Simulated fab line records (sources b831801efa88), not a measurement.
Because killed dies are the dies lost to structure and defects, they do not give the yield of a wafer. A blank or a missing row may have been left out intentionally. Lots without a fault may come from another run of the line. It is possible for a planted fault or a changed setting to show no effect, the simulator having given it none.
fab line records -- flow gf180mcu
[record] lots = 24, wafers = 72, last_day = 34
route steps=602 shown M2@362 V3@445 M4@462 V4@491 TOP_METAL@570
lots that met no fault: from a run of the same line without faults
start_h: hours from the record's first day to the start of the lot's first wafer shown -- wait_h: how many hours have passed since the lot's step before this one -- " same as the row above -- L1.1+2: several wafers, shown together as one row -- - either no value or no given start -- * or withheld: withheld -- < > ~ a bound
route shown NAME@n: a module of which the file shows steps, and the number in the route of the first -- usual: average and standard deviation across the fault-free wafers -- same: alike in all rows -- chamber/n: place in a boat -- sites: per-site readings -- _std_site: how widely they spread, as a standard deviation -- _edge_site: mean of outer sites minus mean of inner sites -- radius_mm: how far each site lies from the wafer's centre -- mask NAME#n: copy n -- behind: the tool/chamber that last shaped the wafer -- hold: what put the lot on hold/how long, in hours/how the hold closed -- device: names the non-switching transistor (n, p or np) -- end of line: tests run on the same wafers once the route is complete -- a step with no rows: only its recipe -- killed: dies that structure and defects cost at the first sort, which is not the same as the wafer's yield -- map: a wafer's dies, marking killed ones x, the rest . and places with no die _
set.NAME: the setting the step ran with; set.NAME@STEP: the setting that earlier step ran with -- model.NAME: the simulator's own value behind a step, which no gauge read
the route's steps for a sample of lots (tables are steps, rows are wafers)
services: from which hour (start_h, from the record's first day; less than 0 if before it) a tool's chamber was out of use, for how many hours, and why
[[steps]]
[step GF_M2_SPUTTER_00]
[recipe] material = Ti, target_thk_nm = 37.5, arriving_ion_energy_ev = 80, substrate_temp_c = 200, chamber_pressure_pa = 2, power_w = 4000, time_s = 150
[usual] throttle_valve_pct = 30.1/0.77
lot.wafer,tool,chamber,start_h,wait_h,throttle_valve_pct
L074.1,pvd_sputter-03,-,404.27,0.2,29.6
L074.2,pvd_sputter-03,-,404.27,0.2,29.2
L074.4,pvd_sputter-03,-,404.27,0.2,30.7
L075.2,pvd_sputter-04,-,414.64,0.2,29.6
L075.5,pvd_sputter-04,-,414.64,0.2,30.1
L075.6,pvd_sputter-04,-,414.64,0.2,29.5
L076.1,pvd_sputter-04,-,427.17,0.1,30.2
L076.3,pvd_sputter-04,-,427.17,0.1,31.3
L076.4,pvd_sputter-04,-,427.17,0.1,32.1
L077.2,pvd_sputter-01,-,435.02,0.2,29.9
L077.5,pvd_sputter-01,-,435.02,0.2,29.6
L077.6,pvd_sputter-01,-,435.02,0.2,29.6
L078.1,pvd_sputter-01,-,445.32,0.2,29.4
L078.3,pvd_sputter-01,-,445.32,0.2,30.0
L078.6,pvd_sputter-01,-,445.32,0.2,29.4
L079.1,pvd_sputter-04,-,462.57,0.2,31.1
L079.2,pvd_sputter-04,-,462.57,0.2,29.9
L079.5,pvd_sputter-04,-,462.57,0.2,32.0
L080.2,pvd_sputter-01,-,472.32,0.1,29.2
L080.4,pvd_sputter-01,-,472.32,0.1,30.5
L080.6,pvd_sputter-01,-,472.32,0.1,29.7
L081.2,pvd_sputter-04,-,480.01,0.2,30.5
L081.4,pvd_sputter-04,-,480.01,0.2,32.1
L081.6,pvd_sputter-04,-,480.01,0.2,30.1
L082.2,pvd_sputter-03,-,486.76,0.1,28.2
L082.5,pvd_sputter-03,-,486.76,0.1,31.0
L082.6,pvd_sputter-03,-,486.76,0.1,29.4
L083.3,pvd_sputter-01,-,493.74,0.1,30.3
L083.4,pvd_sputter-01,-,493.74,0.1,29.6
L083.6,pvd_sputter-01,-,493.74,0.1,29.7
L084.1,pvd_sputter-01,-,499.30,0.1,29.9
L084.5,pvd_sputter-01,-,499.30,0.1,30.1
L084.6,pvd_sputter-01,-,499.30,0.1,29.9
L085.2,pvd_sputter-01,-,516.41,0.1,29.2
L085.3,pvd_sputter-01,-,516.41,0.1,30.2
L085.5,pvd_sputter-01,-,516.41,0.1,29.3
L086.3,pvd_sputter-01,-,519.27,0.1,29.6
L086.4,pvd_sputter-01,-,519.27,0.1,30.3
L086.5,pvd_sputter-01,-,519.27,0.1,30.5
L087.1,pvd_sputter-01,-,530.13,0.1,30.1
L087.3,pvd_sputter-01,-,530.13,0.1,30.3
L087.5,pvd_sputter-01,-,530.13,0.1,29.8
L088.1,pvd_sputter-04,-,538.73,0.1,30.0
L088.2,pvd_sputter-04,-,538.73,0.1,31.2
L088.6,pvd_sputter-04,-,538.73,0.1,31.2
L089.2,pvd_sputter-01,-,547.23,0.1,29.9
L089.4,pvd_sputter-01,-,547.23,0.1,29.3
L089.6,pvd_sputter-01,-,547.23,0.1,30.5
L090.2,pvd_sputter-04,-,550.81,0.1,30.4
L090.5,pvd_sputter-04,-,550.81,0.1,31.4
L090.6,pvd_sputter-04,-,550.81,0.1,29.8
L091.3,pvd_sputter-01,-,562.67,0.2,29.9
L091.4,pvd_sputter-01,-,562.67,0.2,29.8
L091.6,pvd_sputter-01,-,562.67,0.2,29.8
L092.2,pvd_sputter-01,-,580.28,0.2,30.3
L092.3,pvd_sputter-01,-,580.28,0.2,30.0
L092.5,pvd_sputter-01,-,580.28,0.2,30.0
L093.1,pvd_sputter-01,-,582.39,0.2,29.9
L093.3,pvd_sputter-01,-,582.39,0.2,30.3
L093.4,pvd_sputter-01,-,582.39,0.2,29.6
L094.2,pvd_sputter-04,-,583.29,0.1,31.0
L094.3,pvd_sputter-04,-,583.29,0.1,29.7
L094.4,pvd_sputter-04,-,583.29,0.1,32.2
L095.2,pvd_sputter-04,-,593.33,0.2,29.5
L095.3,pvd_sputter-04,-,593.33,0.2,31.2
L095.5,pvd_sputter-04,-,593.33,0.2,31.2
L096.2,pvd_sputter-01,-,602.93,0.2,30.6
L096.5,pvd_sputter-01,-,602.93,0.2,30.4
L096.6,pvd_sputter-01,-,602.93,0.2,29.6
L097.1,pvd_sputter-01,-,607.57,0.2,29.6
L097.2,pvd_sputter-01,-,607.57,0.2,29.8
L097.6,pvd_sputter-01,-,607.57,0.2,29.7
[step GF_M2_SPUTTER_03]
[recipe] material = Ti, target_thk_nm = 10, substrate_temp_c = 300, chamber_pressure_pa = 0.3, power_w = 3000, time_s = 6.7
[usual] throttle_valve_pct = 30.1/0.79
lot.wafer,tool,chamber,start_h,wait_h,throttle_valve_pct
L074.1,pvd_sputter-03,-,404.43,0.0,29.5
L074.2,pvd_sputter-03,-,404.43,0.0,29.4
L074.4,pvd_sputter-03,-,404.43,0.0,30.7
L075.2,pvd_sputter-04,-,414.80,0.0,29.8
L075.5,pvd_sputter-04,-,414.80,0.0,30.2
L075.6,pvd_sputter-04,-,414.80,0.0,29.9
L076.1,pvd_sputter-04,-,427.33,0.0,30.3
L076.3,pvd_sputter-04,-,427.33,0.0,31.4
L076.4,pvd_sputter-04,-,427.33,0.0,32.2
L077.2,pvd_sputter-01,-,435.18,0.0,29.7
L077.5,pvd_sputter-01,-,435.18,0.0,29.4
L077.6,pvd_sputter-01,-,435.18,0.0,29.9
L078.1,pvd_sputter-01,-,445.48,0.0,29.4
L078.3,pvd_sputter-01,-,445.48,0.0,29.6
L078.6,pvd_sputter-01,-,445.48,0.0,29.4
L079.1,pvd_sputter-04,-,462.73,0.0,31.4
L079.2,pvd_sputter-04,-,462.73,0.0,29.6
L079.5,pvd_sputter-04,-,462.73,0.0,31.9
L080.2,pvd_sputter-01,-,472.48,0.0,29.2
L080.4,pvd_sputter-01,-,472.48,0.0,30.4
L080.6,pvd_sputter-01,-,472.48,0.0,30.1
L081.2,pvd_sputter-04,-,480.17,0.0,29.9
L081.4,pvd_sputter-04,-,480.17,0.0,31.9
L081.6,pvd_sputter-04,-,480.17,0.0,30.2
L082.2,pvd_sputter-03,-,486.92,0.0,28.2
L082.5,pvd_sputter-03,-,486.92,0.0,30.4
L082.6,pvd_sputter-03,-,486.92,0.0,29.2
L083.3,pvd_sputter-01,-,493.90,0.0,30.3
L083.4,pvd_sputter-01,-,493.90,0.0,29.6
L083.6,pvd_sputter-01,-,493.90,0.0,29.9
L084.1,pvd_sputter-01,-,499.46,0.0,29.9
L084.5,pvd_sputter-01,-,499.46,0.0,30.4
L084.6,pvd_sputter-01,-,499.46,0.0,30.0
L085.2,pvd_sputter-01,-,516.57,0.0,29.3
L085.3,pvd_sputter-01,-,516.57,0.0,30.5
L085.5,pvd_sputter-01,-,516.57,0.0,29.1
L086.3,pvd_sputter-01,-,519.43,0.0,29.5
L086.4,pvd_sputter-01,-,519.43,0.0,30.4
L086.5,pvd_sputter-01,-,519.43,0.0,30.6
L087.1,pvd_sputter-01,-,530.29,0.0,29.7
L087.3,pvd_sputter-01,-,530.29,0.0,30.4
L087.5,pvd_sputter-01,-,530.29,0.0,30.2
L088.1,pvd_sputter-04,-,538.89,0.0,29.7
L088.2,pvd_sputter-04,-,538.89,0.0,31.3
L088.6,pvd_sputter-04,-,538.89,0.0,31.2
L089.2,pvd_sputter-01,-,547.39,0.0,29.6
L089.4,pvd_sputter-01,-,547.39,0.0,29.3
L089.6,pvd_sputter-01,-,547.39,0.0,30.6
L090.2,pvd_sputter-04,-,550.97,0.0,30.1
L090.5,pvd_sputter-04,-,550.97,0.0,31.2
L090.6,pvd_sputter-04,-,550.97,0.0,29.7
L091.3,pvd_sputter-01,-,562.83,0.0,30.2
L091.4,pvd_sputter-01,-,562.83,0.0,29.7
L091.6,pvd_sputter-01,-,562.83,0.0,29.6
L092.2,pvd_sputter-01,-,580.44,0.0,30.6
L092.3,pvd_sputter-01,-,580.44,0.0,29.6
L092.5,pvd_sputter-01,-,580.44,0.0,29.8
L093.1,pvd_sputter-01,-,582.55,0.0,29.8
L093.3,pvd_sputter-01,-,582.55,0.0,30.2
L093.4,pvd_sputter-01,-,582.55,0.0,29.3
L094.2,pvd_sputter-04,-,583.45,0.0,31.1
L094.3,pvd_sputter-04,-,583.45,0.0,29.5
L094.4,pvd_sputter-04,-,583.45,0.0,31.9
L095.2,pvd_sputter-04,-,593.49,0.0,29.7
L095.3,pvd_sputter-04,-,593.49,0.0,30.8
L095.5,pvd_sputter-04,-,593.49,0.0,31.5
L096.2,pvd_sputter-01,-,603.09,0.0,30.4
L096.5,pvd_sputter-01,-,603.09,0.0,30.6
L096.6,pvd_sputter-01,-,603.09,0.0,29.8
L097.1,pvd_sputter-01,-,607.73,0.0,29.4
L097.2,pvd_sputter-01,-,607.73,0.0,30.0
L097.6,pvd_sputter-01,-,607.73,0.0,29.9
[step GF_V3_ETCH_16]
[recipe] chemistry = N2/H2, target_depth_a = withheld, overetch_a = withheld, time_s = withheld, target = BARC, ion_energy_ev = 200, source_w = 500, bias_w = 100, pressure_mtorr = 30, n2_flow_sccm = 100, h2_flow_sccm = 200
[usual] drypump_motor_current_A = 5.8/0.36, oes_product_au = 0.854/0.0048, throttle_valve_pct = 13.225/0.0089
lot.wafer,tool,chamber,start_h,wait_h,drypump_motor_current_A,oes_product_au,throttle_valve_pct
L074.1,rie_diel-04,3,504.36,0.0,5.6,0.850,13.238
L074.2,rie_diel-04,2,504.36,0.0,6.1,0.850,13.222
L074.4,rie_diel-04,0,504.36,0.0,5.4,0.856,13.219
L075.2,rie_diel-02,3,516.66,0.0,6.0,0.856,13.218
L075.5,rie_diel-02,1,516.66,0.0,5.9,0.861,13.231
L075.6,rie_diel-02,2,516.66,0.0,5.8,0.850,13.257
L076.1,rie_diel-02,2,528.36,0.0,5.8,0.860,13.235
L076.3,rie_diel-02,3,528.36,0.0,6.1,0.858,13.215
L076.4,rie_diel-02,1,528.36,0.0,5.9,0.853,13.219
L077.2,rie_diel-04,1,535.51,0.0,5.8,0.853,13.215
L077.5,rie_diel-04,3,535.51,0.0,5.6,0.854,13.209
L077.6,rie_diel-04,2,535.51,0.0,6.0,0.859,13.211
L078.1,rie_diel-02,2,544.02,0.0,5.8,0.861,13.237
L078.3,rie_diel-02,1,544.02,0.0,5.9,0.855,13.225
L078.6,rie_diel-02,1,544.02,0.0,5.9,0.860,13.229
L079.1,rie_diel-04,1,563.02,0.0,5.8,0.845,13.224
L079.2,rie_diel-04,2,563.02,0.0,6.1,0.846,13.232
L079.5,rie_diel-04,1,563.02,0.0,5.8,0.857,13.221
L080.2,rie_diel-04,2,571.82,0.0,6.1,0.852,13.219
L080.4,rie_diel-04,0,571.82,0.0,5.4,0.859,13.230
L080.6,rie_diel-04,2,571.82,0.0,6.1,0.856,13.221
L081.2,rie_diel-04,0,578.11,0.0,5.4,0.853,13.239
L081.4,rie_diel-04,3,578.11,0.0,5.6,0.856,13.225
L081.6,rie_diel-04,3,578.11,0.0,5.6,0.865,13.218
L082.2,rie_diel-01,1,583.46,0.0,6.0,0.858,13.236
L082.5,rie_diel-01,1,583.46,0.0,6.0,0.857,13.213
L082.6,rie_diel-01,0,583.46,0.0,6.5,0.852,13.204
L083.3,rie_diel-01,3,588.26,0.0,5.1,0.854,13.219
L083.4,rie_diel-01,2,588.26,0.0,5.7,0.846,13.222
L083.6,rie_diel-01,2,588.26,0.0,5.8,0.859,13.221
L084.1,rie_diel-04,3,600.02,0.0,5.6,0.848,13.235
L084.5,rie_diel-04,0,600.02,0.0,5.3,0.856,13.215
L084.6,rie_diel-04,1,600.02,0.0,5.8,0.851,13.239
L085.2,rie_diel-04,2,609.37,0.0,6.0,0.850,13.235
L085.3,rie_diel-04,1,609.37,0.0,5.8,0.858,13.221
L085.5,rie_diel-04,3,609.37,0.0,5.6,0.855,13.236
L086.3,rie_diel-01,2,612.21,0.0,5.8,0.849,13.224
L086.4,rie_diel-01,3,612.21,0.0,5.1,0.857,13.222
L086.5,rie_diel-01,0,612.21,0.0,6.5,0.848,13.211
L087.1,rie_diel-02,3,624.77,0.0,6.0,0.850,13.221
L087.3,rie_diel-02,1,624.77,0.0,5.9,0.858,13.211
L087.5,rie_diel-02,2,624.77,0.0,5.8,0.853,13.227
L088.1,rie_diel-04,1,628.81,0.0,5.8,0.854,13.232
L088.2,rie_diel-04,2,628.81,0.0,6.1,0.861,13.244
L088.6,rie_diel-04,1,628.81,0.0,5.8,0.845,13.235
L089.2,rie_diel-04,1,637.41,0.0,5.8,0.855,13.224
L089.4,rie_diel-04,0,637.41,0.0,5.4,0.856,13.219
L089.6,rie_diel-04,3,637.41,0.0,5.6,0.852,13.223
L090.2,rie_diel-02,3,643.47,0.0,6.0,0.852,13.217
L090.5,rie_diel-02,0,643.47,0.0,5.1,0.858,13.233
L090.6,rie_diel-02,2,643.47,0.0,5.8,0.854,13.224
L091.3,rie_diel-01,1,650.61,0.0,6.0,0.849,13.221
L091.4,rie_diel-01,2,650.61,0.0,5.8,0.856,13.230
L091.6,rie_diel-01,0,650.61,0.0,6.6,0.862,13.234
L092.2,rie_diel-04,1,666.32,0.0,5.8,0.853,13.215
L092.3,rie_diel-04,3,666.32,0.0,5.6,0.851,13.224
L092.5,rie_diel-04,0,666.32,0.0,5.4,0.854,13.223
L093.1,rie_diel-02,1,667.46,0.0,5.9,0.851,13.223
L093.3,rie_diel-02,3,667.46,0.0,6.1,0.860,13.223
L093.4,rie_diel-02,2,667.46,0.0,5.8,0.851,13.233
L094.2,rie_diel-04,0,669.93,0.0,5.4,0.862,13.222
L094.3,rie_diel-04,3,669.93,0.0,5.6,0.854,13.218
L094.4,rie_diel-04,1,669.93,0.0,5.8,0.858,13.236
L095.2,rie_diel-04,1,677.46,0.0,5.8,0.853,13.232
L095.3,rie_diel-04,3,677.46,0.0,5.6,0.862,13.228
L095.5,rie_diel-04,0,677.46,0.0,5.4,0.853,13.215
L096.2,rie_diel-01,3,685.97,0.0,5.1,0.851,13.239
L096.5,rie_diel-01,0,685.97,0.0,6.5,0.850,13.226
L096.6,rie_diel-01,3,685.97,0.0,5.1,0.858,13.217
L097.1,rie_diel-02,1,692.32,0.0,5.9,0.859,13.233
L097.2,rie_diel-02,2,692.32,0.0,5.9,0.861,13.226
L097.6,rie_diel-02,2,692.32,0.0,5.8,0.857,13.220
[step GF_M4_THK_MEAS_06]
[recipe] thk_meas_gauge = xrf, reads = AlCu_of_M4_SPUTTER_02
[usual] M4_ALCU_THK = 448/5.5
lot.wafer,tool,chamber,start_h,wait_h,M4_ALCU_THK[nm]
L074.1,film_metro-02,-,506.12,0.1,452
L074.2,film_metro-02,-,506.12,0.1,443
L074.4,film_metro-02,-,506.12,0.1,447
L075.2,film_metro-02,-,518.37,0.1,450
L075.5,film_metro-02,-,518.37,0.1,446
L075.6,film_metro-02,-,518.37,0.1,448
L076.1,film_metro-04,-,530.06,0.1,454
L076.3,film_metro-04,-,530.06,0.1,452
L076.4,film_metro-04,-,530.06,0.1,447
L077.2,film_metro-02,-,537.22,0.1,446
L077.5,film_metro-02,-,537.22,0.1,439
L077.6,film_metro-02,-,537.22,0.1,453
L078.1,film_metro-02,-,545.72,0.1,441
L078.3,film_metro-02,-,545.72,0.1,451
L078.6,film_metro-02,-,545.72,0.1,445
L079.1,film_metro-04,-,564.72,0.1,452
L079.2,film_metro-04,-,564.72,0.1,453
L079.5,film_metro-04,-,564.72,0.1,453
L080.2,film_metro-03,-,579.13,0.1,441
L080.4,film_metro-03,-,579.13,0.1,439
L080.6,film_metro-03,-,579.13,0.1,438
L081.2,film_metro-04,-,581.84,0.1,446
L081.4,film_metro-04,-,581.84,0.1,447
L081.6,film_metro-04,-,581.84,0.1,446
L082.2,film_metro-04,-,585.64,0.1,450
L082.5,film_metro-04,-,585.64,0.1,452
L082.6,film_metro-04,-,585.64,0.1,453
L083.3,film_metro-02,-,589.99,0.1,443
L083.4,film_metro-02,-,589.99,0.1,444
L083.6,film_metro-02,-,589.99,0.1,444
L084.1,film_metro-02,-,601.71,0.1,444
L084.5,film_metro-02,-,601.71,0.1,442
L084.6,film_metro-02,-,601.71,0.1,439
L085.2,film_metro-03,-,611.07,0.1,452
L085.3,film_metro-03,-,611.07,0.1,450
L085.5,film_metro-03,-,611.07,0.1,452
L086.3,film_metro-03,-,613.94,0.1,450
L086.4,film_metro-03,-,613.94,0.1,448
L086.5,film_metro-03,-,613.94,0.1,448
L087.1,film_metro-02,-,626.82,0.1,446
L087.3,film_metro-02,-,626.82,0.1,446
L087.5,film_metro-02,-,626.82,0.1,448
L088.1,film_metro-04,-,630.67,0.1,448
L088.2,film_metro-04,-,630.67,0.1,449
L088.6,film_metro-04,-,630.67,0.1,452
L089.2,film_metro-02,-,639.15,0.1,439
L089.4,film_metro-02,-,639.15,0.1,444
L089.6,film_metro-02,-,639.15,0.1,444
L090.2,film_metro-04,-,645.39,0.1,448
L090.5,film_metro-04,-,645.39,0.1,454
L090.6,film_metro-04,-,645.39,0.1,449
L091.3,film_metro-03,-,652.33,0.1,450
L091.4,film_metro-03,-,652.33,0.1,454
L091.6,film_metro-03,-,652.33,0.1,447
L092.2,film_metro-04,-,668.04,0.1,447
L092.3,film_metro-04,-,668.04,0.1,442
L092.5,film_metro-04,-,668.04,0.1,439
L093.1,film_metro-02,-,669.28,0.1,446
L093.3,film_metro-02,-,669.28,0.1,445
L093.4,film_metro-02,-,669.28,0.1,443
L094.2,film_metro-04,-,671.70,0.1,453
L094.3,film_metro-04,-,671.70,0.1,453
L094.4,film_metro-04,-,671.70,0.1,454
L095.2,film_metro-02,-,679.20,0.1,443
L095.3,film_metro-02,-,679.20,0.1,443
L095.5,film_metro-02,-,679.20,0.1,447
L096.2,film_metro-04,-,687.68,0.1,456
L096.5,film_metro-04,-,687.68,0.1,461
L096.6,film_metro-04,-,687.68,0.1,460
L097.1,film_metro-04,-,694.03,0.1,449
L097.2,film_metro-04,-,694.03,0.1,446
L097.6,film_metro-04,-,694.03,0.1,449
[step GF_V4_OVL_MEAS_15]
[usual] V4_OVL = 0/5.4
lot.wafer,tool,chamber,start_h,wait_h,V4_OVL[nm]
L074.1,overlay-01,-,553.94,0.1,-4
L074.2,overlay-01,-,553.94,0.1,-9
L074.4,overlay-01,-,553.94,0.1,-9
L075.2,overlay-02,-,565.91,0.1,-4
L075.5,overlay-02,-,565.91,0.1,-4
L075.6,overlay-02,-,565.91,0.1,2
L076.1,overlay-02,-,576.94,0.1,-4
L076.3,overlay-02,-,576.94,0.1,-5
L076.4,overlay-02,-,576.94,0.1,3
L077.2,overlay-02,-,583.31,0.1,-1
L077.5,overlay-02,-,583.31,0.1,1
L077.6,overlay-02,-,583.31,0.1,2
L078.1,overlay-02,-,589.99,0.1,1
L078.3,overlay-02,-,589.99,0.1,-1
L078.6,overlay-02,-,589.99,0.1,5
L079.1,overlay-02,-,607.86,0.1,1
L079.2,overlay-02,-,607.86,0.1,4
L079.5,overlay-02,-,607.86,0.1,4
L080.2,overlay-01,-,620.99,0.1,-10
L080.4,overlay-01,-,620.99,0.1,0
L080.6,overlay-01,-,620.99,0.1,-2
L081.2,overlay-02,-,624.04,0.1,4
L081.4,overlay-02,-,624.04,0.1,3
L081.6,overlay-02,-,624.04,0.1,5
L082.2,overlay-01,-,627.84,0.1,4
L082.5,overlay-01,-,627.84,0.1,3
L082.6,overlay-01,-,627.84,0.1,-2
L083.3,overlay-01,-,632.35,0.1,1
L083.4,overlay-01,-,632.35,0.1,-1
L083.6,overlay-01,-,632.35,0.1,4
L084.1,overlay-02,-,643.31,0.1,1
L084.5,overlay-02,-,643.31,0.1,1
L084.6,overlay-02,-,643.31,0.1,-4
L085.2,overlay-02,-,652.04,0.1,7
L085.3,overlay-02,-,652.04,0.1,6
L085.5,overlay-02,-,652.04,0.1,7
L086.3,overlay-01,-,654.84,0.1,-10
L086.4,overlay-01,-,654.84,0.1,-11
L086.5,overlay-01,-,654.84,0.1,-2
L087.1,overlay-01,-,667.07,0.1,1
L087.3,overlay-01,-,667.07,0.1,2
L087.5,overlay-01,-,667.07,0.1,-2
L088.1,overlay-02,-,671.76,0.1,7
L088.2,overlay-02,-,671.76,0.1,-1
L088.6,overlay-02,-,671.76,0.1,3
L089.2,overlay-02,-,679.09,0.1,-7
L089.4,overlay-02,-,679.09,0.1,-2
L089.6,overlay-02,-,679.09,0.1,-1
L090.2,overlay-02,-,685.59,0.1,8
L090.5,overlay-02,-,685.59,0.1,9
L090.6,overlay-02,-,685.59,0.1,13
L091.3,overlay-01,-,691.60,0.1,-12
L091.4,overlay-01,-,691.60,0.1,-12
L091.6,overlay-01,-,691.60,0.1,-19
L092.2,overlay-02,-,706.69,0.1,0
L092.3,overlay-02,-,706.69,0.1,6
L092.5,overlay-02,-,706.69,0.1,8
L093.1,overlay-02,-,708.01,0.1,0
L093.3,overlay-02,-,708.01,0.1,3
L093.4,overlay-02,-,708.01,0.1,5
L094.2,overlay-01,-,710.66,0.1,-4
L094.3,overlay-01,-,710.66,0.1,-14
L094.4,overlay-01,-,710.66,0.1,-4
L095.2,overlay-02,-,716.89,0.1,2
L095.3,overlay-02,-,716.89,0.1,1
L095.5,overlay-02,-,716.89,0.1,-2
L096.2,overlay-01,-,726.24,0.1,2
L096.5,overlay-01,-,726.24,0.1,5
L096.6,overlay-01,-,726.24,0.1,3
L097.1,overlay-01,-,730.43,0.1,3
L097.2,overlay-01,-,730.43,0.1,6
L097.6,overlay-01,-,730.43,0.1,8
[step GF_TOP_METAL_SPUTTER_03]
[recipe] material = Ti, target_thk_nm = 5, substrate_temp_c = 300, chamber_pressure_pa = 0.3, power_w = 3000, time_s = 3.3
[usual] throttle_valve_pct = 30.0/0.9
lot.wafer,tool,chamber,start_h,wait_h,throttle_valve_pct
L074.1,pvd_sputter-04,-,621.90,0.0,30.3
L074.2,pvd_sputter-04,-,621.90,0.0,29.6
L074.4,pvd_sputter-04,-,621.90,0.0,31.5
L075.2,pvd_sputter-01,-,633.45,0.0,29.7
L075.5,pvd_sputter-01,-,633.45,0.0,29.4
L075.6,pvd_sputter-01,-,633.45,0.0,29.8
L076.1,pvd_sputter-03,-,645.68,0.0,28.1
L076.3,pvd_sputter-03,-,645.68,0.0,30.8
L076.4,pvd_sputter-03,-,645.68,0.0,29.7
L077.2,pvd_sputter-04,-,648.93,0.0,29.7
L077.5,pvd_sputter-04,-,648.93,0.0,29.8
L077.6,pvd_sputter-04,-,648.93,0.0,30.3
L078.1,pvd_sputter-04,-,658.16,0.0,31.4
L078.3,pvd_sputter-04,-,658.16,0.0,29.7
L078.6,pvd_sputter-04,-,658.16,0.0,31.2
L079.1,pvd_sputter-01,-,674.29,0.0,29.5
L079.2,pvd_sputter-01,-,674.29,0.0,29.8
L079.5,pvd_sputter-01,-,674.29,0.0,29.4
L080.2,pvd_sputter-03,-,683.83,0.0,29.3
L080.4,pvd_sputter-03,-,683.83,0.0,28.0
L080.6,pvd_sputter-03,-,683.83,0.0,29.4
L081.2,pvd_sputter-04,-,688.54,0.0,31.2
L081.4,pvd_sputter-04,-,688.54,0.0,32.0
L081.6,pvd_sputter-04,-,688.54,0.0,32.1
L082.2,pvd_sputter-03,-,692.07,0.0,29.2
L082.5,pvd_sputter-03,-,692.07,0.0,30.3
L082.6,pvd_sputter-03,-,692.07,0.0,29.7
L083.3,pvd_sputter-03,-,694.97,0.0,30.6
L083.4,pvd_sputter-03,-,694.97,0.0,28.0
L083.6,pvd_sputter-03,-,694.97,0.0,29.2
L084.1,pvd_sputter-01,-,706.14,0.0,29.4
L084.5,pvd_sputter-01,-,706.14,0.0,30.1
L084.6,pvd_sputter-01,-,706.14,0.0,30.5
L085.2,pvd_sputter-01,-,714.00,0.0,30.3
L085.3,pvd_sputter-01,-,714.00,0.0,29.7
L085.5,pvd_sputter-01,-,714.00,0.0,30.2
L086.3,pvd_sputter-01,-,716.04,0.0,30.2
L086.4,pvd_sputter-01,-,716.04,0.0,29.4
L086.5,pvd_sputter-01,-,716.04,0.0,29.8
L087.1,pvd_sputter-03,-,728.31,0.0,28.4
L087.3,pvd_sputter-03,-,728.31,0.0,30.4
L087.5,pvd_sputter-03,-,728.31,0.0,29.2
L088.1,pvd_sputter-03,-,731.68,0.0,29.4
L088.2,pvd_sputter-03,-,731.68,0.0,29.8
L088.6,pvd_sputter-03,-,731.68,0.0,28.3
L089.2,pvd_sputter-01,-,737.63,0.0,30.0
L089.4,pvd_sputter-01,-,737.63,0.0,30.0
L089.6,pvd_sputter-01,-,737.63,0.0,29.2
L090.2,pvd_sputter-03,-,743.77,0.0,30.5
L090.5,pvd_sputter-03,-,743.77,0.0,29.5
L090.6,pvd_sputter-03,-,743.77,0.0,28.1
L091.3,pvd_sputter-04,-,750.08,0.0,30.2
L091.4,pvd_sputter-04,-,750.08,0.0,31.0
L091.6,pvd_sputter-04,-,750.08,0.0,32.1
L092.2,pvd_sputter-01,-,764.11,0.0,30.0
L092.3,pvd_sputter-01,-,764.11,0.0,30.6
L092.5,pvd_sputter-01,-,764.11,0.0,29.4
L093.1,pvd_sputter-03,-,764.46,0.0,29.1
L093.3,pvd_sputter-03,-,764.46,0.0,29.9
L093.4,pvd_sputter-03,-,764.46,0.0,30.7
L094.2,pvd_sputter-01,-,768.03,0.0,29.7
L094.3,pvd_sputter-01,-,768.03,0.0,29.9
L094.4,pvd_sputter-01,-,768.03,0.0,30.3
L095.2,pvd_sputter-04,-,773.19,0.0,32.1
L095.3,pvd_sputter-04,-,773.19,0.0,30.0
L095.5,pvd_sputter-04,-,773.19,0.0,29.5
L096.2,pvd_sputter-03,-,780.92,0.0,29.0
L096.5,pvd_sputter-03,-,780.92,0.0,30.5
L096.6,pvd_sputter-03,-,780.92,0.0,29.3
L097.1,pvd_sputter-01,-,784.64,0.0,30.4
L097.2,pvd_sputter-01,-,784.64,0.0,29.9
L097.6,pvd_sputter-01,-,784.64,0.0,29.9
[[services]]
tool,chamber,start_h,hours,kind
rie_diel-04,3,405.92,4.4,repair
rie_diel-04,0,428.64,3.8,repair
rie_diel-04,2,442.27,6.4,repair
pvd_sputter-04,-,469.08,10.9,repair
pvd_sputter-04,-,485.98,2.2,repair
pvd_sputter-03,-,490.86,3.0,repair
rie_diel-04,2,491.83,2.8,repair
pvd_sputter-03,-,499.08,2.6,repair
pvd_sputter-01,-,506.24,3.5,repair
pvd_sputter-01,-,540.95,2.3,repair
pvd_sputter-03,-,545.72,1.7,repair
rie_diel-04,0,587.92,4.9,repair
rie_diel-04,0,606.90,4.9,repair
rie_diel-04,-,612.33,0.7,repair
rie_diel-04,3,638.39,10.7,repair
rie_diel-04,2,666.06,1.4,repair
rie_diel-04,2,676.96,13.1,repair
pvd_sputter-03,-,679.61,1.7,repair
pvd_sputter-03,-,707.85,2.4,repair
pvd_sputter-03,-,709.38,7.9,repair
pvd_sputter-03,-,722.18,0.9,repair
pvd_sputter-01,-,740.34,11.5,repair
rie_diel-04,1,759.42,3.9,repair
pvd_sputter-01,-,775.38,0.7,repair
[[key]]
fault none
